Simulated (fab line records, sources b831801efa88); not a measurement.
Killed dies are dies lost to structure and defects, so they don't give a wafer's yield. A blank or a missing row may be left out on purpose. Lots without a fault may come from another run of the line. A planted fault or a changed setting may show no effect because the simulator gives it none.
Which tool did it? | flow gf180mcu | 11 lots, 33 wafers sampled, at 5 steps of a route of 602

WHAT THE GAUGES READ, wafer by wafer
GF_V2_CD_MEAS_14: target cd 260 nm.
lot  | measured     | on        | cd_nm (nm)
L818 | day 20 12:28 | cd_sem-02 | 259.1 259.7 261.2
L819 | day 20 22:36 | cd_sem-02 | 261.1 259.8 260.2
L820 | day 21 11:42 | cd_sem-01 | 261.1 260.2 259.4
L821 | day 21 15:58 | cd_sem-01 | 257.5 258.0 257.0
L825 | day 23 07:30 | cd_sem-02 | 252.2 252.5 252.7
L826 | day 23 09:15 | cd_sem-02 | 250.3 251.4 251.2
L831 | day 24 22:58 | cd_sem-02 | 259.0 259.1 259.3
L833 | day 25 14:08 | cd_sem-02 | 261.3 261.2 261.1
L836 | day 26 18:03 | cd_sem-02 | 260.8 260.5 261.2
L840 | day 27 19:34 | cd_sem-01 | 260.2 260.9 260.5
L841 | day 28 00:02 | cd_sem-02 | 261.8 261.7 261.1

GF_V2_THK_MEAS_25: measures by xrf.
lot  | measured     | on            | V2_W_THK (nm)
L818 | day 20 13:37 | film_metro-04 | 337 334 337
L819 | day 20 23:54 | film_metro-04 | 337 339 341
L820 | day 21 12:51 | film_metro-03 | 335 330 333
L821 | day 21 17:13 | film_metro-04 | 332 340 341
L825 | day 23 08:39 | film_metro-04 | 333 332 334
L826 | day 23 10:24 | film_metro-01 | 342 349 344
L831 | day 25 00:08 | film_metro-01 | 339 330 329
L833 | day 25 15:16 | film_metro-01 | 339 339 345
L836 | day 26 19:13 | film_metro-01 | 342 345 344
L840 | day 27 21:08 | film_metro-04 | 342 342 346
L841 | day 28 01:11 | film_metro-04 | 348 338 345

WHICH TOOL RAN EACH LOT (tool, then ch and the chambers of the sampled wafers, then the start)
lot  | GF_V1_SPUTTER_22             | GF_V2_CMP_04                  | GF_V2_EXPOSE_11
L818 | pvd_sputter-04, day 18 09:28 | cmp-01 ch 1,2,3, day 19 11:20 | krf_scanner-02 ch 0, day 20 00:19
L819 | pvd_sputter-04, day 18 19:36 | cmp-02 ch 0,2,3, day 19 22:14 | krf_scanner-01 ch 0, day 20 10:46
L820 | pvd_sputter-01, day 19 09:29 | cmp-01 ch 1,2,3, day 20 11:43 | krf_scanner-02 ch 0, day 21 00:14
L821 | pvd_sputter-04, day 19 13:32 | cmp-02 ch 0,3, day 20 15:50   | krf_scanner-02 ch 0, day 21 04:21
L825 | pvd_sputter-02, day 21 06:26 | cmp-01 ch 0,3, day 22 08:10   | krf_scanner-02 ch 0, day 22 20:08
L826 | pvd_sputter-02, day 21 08:44 | cmp-01 ch 0,1,2, day 22 10:36 | krf_scanner-02 ch 0, day 22 22:24
L831 | pvd_sputter-04, day 23 00:14 | cmp-01 ch 0,1, day 24 00:21   | krf_scanner-01 ch 0, day 24 11:52
L833 | pvd_sputter-02, day 23 16:20 | cmp-02 ch 1,3, day 24 16:19   | krf_scanner-01 ch 0, day 25 04:22
L836 | pvd_sputter-02, day 24 21:17 | cmp-02 ch 1,2, day 25 20:22   | krf_scanner-01 ch 0, day 26 07:46
L840 | pvd_sputter-01, day 26 00:02 | cmp-01 ch 0,1,3, day 26 22:41 | krf_scanner-01 ch 0, day 27 09:30
L841 | pvd_sputter-02, day 26 04:21 | cmp-01 ch 2,3, day 27 03:05   | krf_scanner-01 ch 0, day 27 13:44
- GF_V1_SPUTTER_22: material TiN, target thk 10 nm, time 40 s.
- GF_V2_CMP_04: polishes SiO2.
- GF_V2_EXPOSE_11: exposes mask Via2, target cd 260 nm.

WHAT THE TOOLS THEMSELVES READ (means of the sampled wafers that have a number; where no wafer has one, the mark that the record gives instead)
GF_V1_SPUTTER_22.
lot  | tool           | chamber_pressure_pa (Pa) | throttle_valve_pct (%)
L818 | pvd_sputter-04 | 5.011                    | 30.6
L819 | pvd_sputter-04 | 4.990                    | 30.0
L820 | pvd_sputter-01 | 4.998                    | 30.0
L821 | pvd_sputter-04 | 4.989                    | 30.2
L825 | pvd_sputter-02 | 5.002                    | 29.1
L826 | pvd_sputter-02 | 5.003                    | 29.2
L831 | pvd_sputter-04 | 5.000                    | 30.1
L833 | pvd_sputter-02 | 4.993                    | 29.1
L836 | pvd_sputter-02 | 4.997                    | 29.8
L840 | pvd_sputter-01 | 4.992                    | 29.9
L841 | pvd_sputter-02 | 4.983                    | 29.2

GF_V2_CMP_04.
lot  | tool   | head_pressure_psi (psi) | motor_current_A (A) | time_to_endpoint_s (s)
L818 | cmp-01 | 4.014                   | 13.2                | 75
L819 | cmp-02 | 4.006                   | 11.1                | 78
L820 | cmp-01 | 4.002                   | 13.2                | 83
L821 | cmp-02 | 4.005                   | 10.9                | 80
L825 | cmp-01 | 3.999                   | 14.0                | 74
L826 | cmp-01 | 3.996                   | 12.6                | 75
L831 | cmp-01 | 4.020                   | 12.3                | 73
L833 | cmp-02 | 4.003                   | 12.6                | 82
L836 | cmp-02 | 4.008                   | 11.9                | 81
L840 | cmp-01 | 3.991                   | 12.8                | 77
L841 | cmp-01 | 3.995                   | 14.0                | 89

GF_V2_EXPOSE_11.
lot  | tool           | exposure_dose_mJ_cm2
L818 | krf_scanner-02 | 37.84
L819 | krf_scanner-01 | 37.77
L820 | krf_scanner-02 | 37.80
L821 | krf_scanner-02 | 37.81
L825 | krf_scanner-02 | 35.89
L826 | krf_scanner-02 | 35.88
L831 | krf_scanner-01 | 37.80
L833 | krf_scanner-01 | 37.77
L836 | krf_scanner-01 | 37.80
L840 | krf_scanner-01 | 37.80
L841 | krf_scanner-01 | 37.80

THE ANSWER, worked out from the rows above alone
Rule: what is usual is taken from the lots themselves. Put in order of their means at a reading, lots are off if they are a third of the lots or fewer, leave a main group of 4 or more, and stand apart from it by a gap of 3 or more times the standard deviation of the main group's means; of several such gaps the widest counts. A main group whose means are all the same, to the digits that the tables above print for the reading, isn't used. A lot without any number at a reading at which 4 lots or more have one is off too. The other lots that the step has rows for count as sound. The gauges are gone through in route order, then the tools' own readings, and for those a lot's mean is taken as printed above. The first step at which some lot is off is used, and at that step the reading that is off furthest; a lot without a number counts as furthest.
Off: L825, L826, at GF_V2_CD_MEAS_14 (cd_nm). The main group: mean 260.1 nm, standard deviation 1.1.
A tool fits if, at a process step before that reading, it ran every lot that is off, and no sound lot after the first of them. The gauges at GF_V2_CD_MEAS_14 aren't tried: what is off there is off at GF_V2_EXPOSE_11 too, on other tools, and a gauge's error can't cause that. One fits: krf_scanner-02 at GF_V2_EXPOSE_11. Its last sound lot is L821 (day 21 04:21), its first lot that is off L825 (day 22 20:08): a fault that began between those two fits.
The tool's own readings at GF_V2_EXPOSE_11 bear it out: on the lots that are off they differ by more than 5 times the standard deviation of the sound lots' means. exposure_dose_mJ_cm2 reads 35.89 there against 37.80 on the sound lots.

WHAT THE SIMULATOR HAD PUT IN
Process parameter drift: krf_scanner-02, from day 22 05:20 on, at GF_V2_EXPOSE_11. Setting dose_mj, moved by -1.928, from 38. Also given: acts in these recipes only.
Lots struck among those shown: L825, L826. The rule above found the same.
